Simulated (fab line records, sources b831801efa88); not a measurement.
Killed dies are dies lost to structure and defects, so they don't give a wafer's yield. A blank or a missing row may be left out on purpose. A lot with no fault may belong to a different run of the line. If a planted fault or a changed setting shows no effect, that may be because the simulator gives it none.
Comparing a struck lot with a sound one || flow sky130 || 24 steps out of a route of 708
Sound: these wafers, L349.1, L349.2, L349.5. Struck: wafer L369.1 (left out: L369.5, a lot-mate that was not struck); the cause follows at the end.
Each step with rows lists, per side, the tool, then ch with its chambers, then its first start. Under that, the readings that differ: sound wafers || struck wafers || difference of the means || sigmas: that difference in standard deviations of wafers without a fault.
alike: a reading whose means differ by less than 2 such deviations, as well as words and numbers matching on both sides. not compared: withheld readings; readings where some wafer has no value; bounds like >300 that might hide an equal value; numbers whose values overlap and for which the record gives no deviation.
A row with sigmas, a row that says differs or no value, or rows on one side alone: a step with any of these is where the two part. Numbers that don't overlap but have no deviation are shown without sigmas and don't part them. Lack of a reading on every wafer of one side parts them only where that side has two or more wafers.

SKY_VIA1_BOW_MEAS_03:
  struck on film-metro-02, day 38 22:43; sound on film-metro-03, day 32 21:12
  alike: VIA1_BOW
then, 8 steps without rows for these wafers: SKY_VIA1_DEHYDRATE_04 (time 60 s); SKY_VIA1_HMDS_05 (prime time 60 s); SKY_VIA1_COAT_06 (resist thk 60 nm); SKY_VIA1_COAT_07 (resist thk 450 nm); SKY_VIA1_SOFTBAKE_08 (time 90 s); SKY_VIA1_EXPOSE_09 (exposes mask VIM, target cd 150 nm); SKY_VIA1_PEB_10; SKY_VIA1_DEVELOP_11 (develop time 60 s).
SKY_VIA1_CD_MEAS_12 targets a cd of 150 nm.
  struck on cd-sem-01, day 39 23:30; sound on cd-sem-01, day 33 23:29
{"reading": "cd-nm (nm)", "sound": "146.7 148.5 147.5", "struck": 154.4, "difference": "+6.8", "sigmas": "+4"}
SKY_VIA1_OVL_MEAS_13:
  struck on overlay-02, day 39 23:37; sound on overlay-02, day 33 23:37
  alike: VIA1_OVL
SKY_VIA1_ETCH_14: etches BARC in N2/H2, stops on SiO2, time 45.9 s, target depth 60 nm.
  sound on rie-diel-04 ch 0,1,2, day 33 23:38; struck on rie-diel-02 ch 2, day 39 23:40
{"reading": "oes-product-au (a.u.)", "sound": "0.862 0.848 0.854", "struck": 0.843, "difference": -0.012, "sigmas": -3}
  alike: drypump-motor-current-A, throttle-valve-pct
  not compared: rf-hours-counter-h
SKY_VIA1_ETCH_15: etches SiO2 in C4F8/O2/Ar, stops on TiN, target depth 351 nm, time 54 s.
  sound on rie-diel-04 ch 0,1,2, day 33 23:41; struck on rie-diel-02 ch 2, day 39 23:42
{"reading": "oes-product-au (a.u.)", "sound": "0.982 0.994 0.991", "struck": 0.791, "difference": -0.198, "sigmas": -33}
{"reading": "model.VIA1.feature-depth-nm (nm)", "sound": "346.7 344.6 345.6", "struck": 233.1, "difference": -112.5, "sigmas": ""}
{"reading": "model.etch.depth-nm (nm)", "sound": "346.7 344.6 345.6", "struck": 233.1, "difference": -112.5, "sigmas": ""}
{"reading": "model.KrF-thick_of_VIA1_COAT_07.thk-nm (nm)", "sound": "322.3 315.3 317.4", "struck": 345.1, "difference": "+26.8", "sigmas": ""}
  not compared: rf-hours-counter-h
SKY_VIA1_STRIP_16: strips in O2/N2.
  sound on plasma-asher-01 ch 0,1, day 33 23:44; struck on plasma-asher-03 ch 1, day 39 23:45
{"reading": "oes-product-au (a.u.)", "sound": "0.418 0.423 0.414", "struck": 0.432, "difference": "+0.014", "sigmas": "+3"}
{"reading": "strip-time-to-endpoint-s (s)", "sound": "4.449 4.381 4.424", "struck": 4.678, "difference": "+0.260", "sigmas": "+11"}
  alike: drypump-motor-current-A, o2-flow-sccm
  not compared: rf-hours-counter-h
then, 3 steps without rows for these wafers: SKY_VIA1_STRIP_17 (strips in post etch residue remover, time 1200 s); SKY_VIA1_CLEAN_18 (cleans in IPA, time 180 s); SKY_VIA1_CLEAN_19 (cleans in O3/DIW).
SKY_VIA1_SPUTTER_20: material TiN, target thk 20 nm, time 80 s.
  struck on pvd-sputter-04, day 40 00:20; sound on pvd-sputter-02, day 34 00:19
{"reading": "cathode-dc-power-W (W)", "sound": "4000.0 3999.9 3999.6", "struck": 4001.3, "difference": "+1.5", "sigmas": "+2"}
  alike: throttle-valve-pct
SKY_VIA1_CVD_21: deposits W, target thk 270 nm, time 80.902 s.
  sound on cvd-w-02 ch 0,1, day 34 00:23; struck on cvd-w-01 ch 0, day 40 00:24
{"reading": "heater-power-w (W)", "sound": "840 885 881", "struck": 770, "difference": -99, "sigmas": -2}
SKY_VIA1_CMP_24: polishes, stops on SiO2, t overpolish 15 s, target thk 0 nm.
  sound on cmp-01 ch 0,2,3, day 34 00:46; struck on cmp-01 ch 1, day 40 01:10
{"reading": "motor-current-A (A)", "sound": "9.9 11.2 10.8", "struck": 12.4, "difference": "+1.8", "sigmas": "+2"}
  alike: platen-rpm
SKY_METAL2_SPUTTER_00: material Ti, target thk 15 nm, time 10 s.
  the record holds rows for the sound wafers here (pvd-sputter-01, day 34 00:58) but none for the struck ones
SKY_METAL2_SPUTTER_01: material TiN, target thk 20 nm, time 16.7 s.
  the record holds rows for the sound wafers here (pvd-sputter-01, day 34 00:59) but none for the struck ones
SKY_METAL2_SPUTTER_02: material AlCu, target thk 250 nm, time 13.3 s.
  the record holds rows for the sound wafers here (pvd-sputter-01, day 34 01:01) but none for the struck ones
-- the record jumps here: 10 days lie between the struck wafers' starts before and after (it left off in module METAL2 and takes up again in module PAD_OPEN, whose first step shown is number 708 of the route) --
SKY_PAD_OPEN_PROBE_99:
  struck on prober-02, day 50 04:28; sound on prober-01, day 45 17:31
{"reading": "model.etest.res_p_drift_20v.open", "sound": "0 0 0", "struck": 1, "difference": "+1", "sigmas": ""}
{"reading": "model.etest.tip-n.open", "sound": "0 0 0", "struck": 1, "difference": "+1", "sigmas": ""}
{"reading": "model.etest.nfet-g5v0d10v5.open", "sound": "0 0 0", "struck": 1, "difference": "+1", "sigmas": ""}
{"reading": "model.etest.res-ndiff-hv.open", "sound": "0 0 0", "struck": 1, "difference": "+1", "sigmas": ""}
{"reading": "model.etest.cap-li-to-well.open", "sound": "0 0 0", "struck": 1, "difference": "+1", "sigmas": ""}
{"reading": "model.etest.tip_p_5v.open", "sound": "0 0 0", "struck": 1, "difference": "+1", "sigmas": ""}
{"reading": "model.etest.diode-pdiff-fingers.under-floor", "sound": "0 0 0", "struck": 1, "difference": "+1", "sigmas": ""}
{"reading": "model.etest.nfet_01v8_turned.under-floor", "sound": "0 0 0", "struck": 1, "difference": "+1", "sigmas": ""}

== WHERE THEY PART ==
Earliest at SKY_VIA1_CD_MEAS_12; latest, in this record, at SKY_METAL2_SPUTTER_02.

WHY: the cause the simulator had injected
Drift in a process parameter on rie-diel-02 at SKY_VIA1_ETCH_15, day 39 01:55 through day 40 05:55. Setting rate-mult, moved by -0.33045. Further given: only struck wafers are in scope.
